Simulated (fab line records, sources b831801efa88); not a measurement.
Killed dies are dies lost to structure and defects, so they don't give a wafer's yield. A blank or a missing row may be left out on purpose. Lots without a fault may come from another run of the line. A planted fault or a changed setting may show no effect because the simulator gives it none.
A struck lot beside a sound one | flow sky130 | 16 steps out of a route of 708
Sound: wafers L155.2, L155.3, L155.4. Struck: wafers L147.1, L147.2, L147.4. The cause comes at the end.
At each step with rows: each side's tool, then ch and its chambers, then its first start. Under that, the readings that differ: sound wafers | struck wafers | difference of the means | sigmas: that difference in standard deviations of wafers without a fault.
alike: readings whose means differ by less than 2 such deviations, and words and numbers that are the same on both sides. not compared: withheld readings, readings that some wafer has no value for, bounds like >300 that may hide the same value, and numbers for which the record gives no deviation and whose values overlap.
The two part at a step that has a row with sigmas, a row that says differs or no value, or rows on one side only. Numbers that don't overlap but have no deviation are shown without sigmas and don't part them. A reading that every wafer of one side lacks parts them only if that side has two wafers or more.

first, 3 steps without rows for these wafers: SKY_METAL4_CLEAN_21 (cleans in IPA, time 180 s); SKY_METAL4_CLEAN_22 (cleans in O3/DIW); SKY_VIA4_HDPCVD_00 (deposits SiO2, target thk 1750 nm, time 291.7 s).
SKY_VIA4_THK_MEAS_01:
  sound on film_metro-02, day 47 19:13; struck on film_metro-03, day 45 15:08
  alike: VIA4_HDPCVD_THK
SKY_VIA4_CMP_02: polishes SiO2.
  sound on cmp-02 ch 0,2,3, day 47 19:16; struck on cmp-01 ch 0,1,2, day 45 15:11
  alike: motor_current_A
SKY_VIA4_BOW_MEAS_03:
  sound on film_metro-04, day 47 19:35; struck on film_metro-02, day 45 15:29
  alike: VIA4_BOW
then, 6 steps without rows for these wafers: SKY_VIA4_DEHYDRATE_04 (time 60 s); SKY_VIA4_HMDS_05 (prime time 60 s); SKY_VIA4_COAT_06 (resist thk 1140 nm); SKY_VIA4_SOFTBAKE_07 (time 60 s); SKY_VIA4_EXPOSE_08 (exposes mask VIM4, target cd 800 nm); SKY_VIA4_PEB_09.
SKY_VIA4_DEVELOP_10: develop time 60 s.
  sound on litho_track-03 ch 0, day 48 13:27; struck on litho_track-01 ch 0, day 46 12:14
  reading              | sound             | struck            | difference | sigmas
  developer_temp_C (C) | 23.01 22.91 23.09 | 25.33 25.36 25.43 | +2.37      | +24
SKY_VIA4_OVL_MEAS_11:
  sound on overlay-01, day 48 13:35; struck on overlay-02, day 46 12:23
  alike: VIA4_OVL
SKY_VIA4_ETCH_12: etches SiO2 in C4F8/O2/Ar, stops on TiN, target depth 580 nm.
  sound on rie_diel-01 ch 1,2,3, day 48 13:37; struck on rie_diel-02 ch 1,2,3, day 46 12:25
  reading               | sound             | struck            | difference | sigmas
  model.VIA4.cd_nm (nm) | 797.4 797.5 799.4 | 789.9 788.2 789.8 | -8.8       |
  alike: bias_w, chamber_pressure_mTorr, oes_product_au
SKY_VIA4_STRIP_13: strips in O2/N2.
  sound on plasma_asher-02 ch 0,1, day 48 13:41; struck on plasma_asher-03 ch 0,1, day 46 12:29
  alike: chamber_pressure_mTorr, drypump_motor_current_A, oes_product_au, strip_time_to_endpoint_s
  not compared: rf_hours_counter_h

WHERE THEY PART
Only at SKY_VIA4_DEVELOP_10, within this record. Later steps at which nothing parts them and some readings are alike: SKY_VIA4_OVL_MEAS_11, SKY_VIA4_ETCH_12, SKY_VIA4_STRIP_13.

WHY: what the simulator had put in
Process parameter drift: litho_track-01, from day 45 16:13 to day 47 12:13, at SKY_VIA4_DEVELOP_10. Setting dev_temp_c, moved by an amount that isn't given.
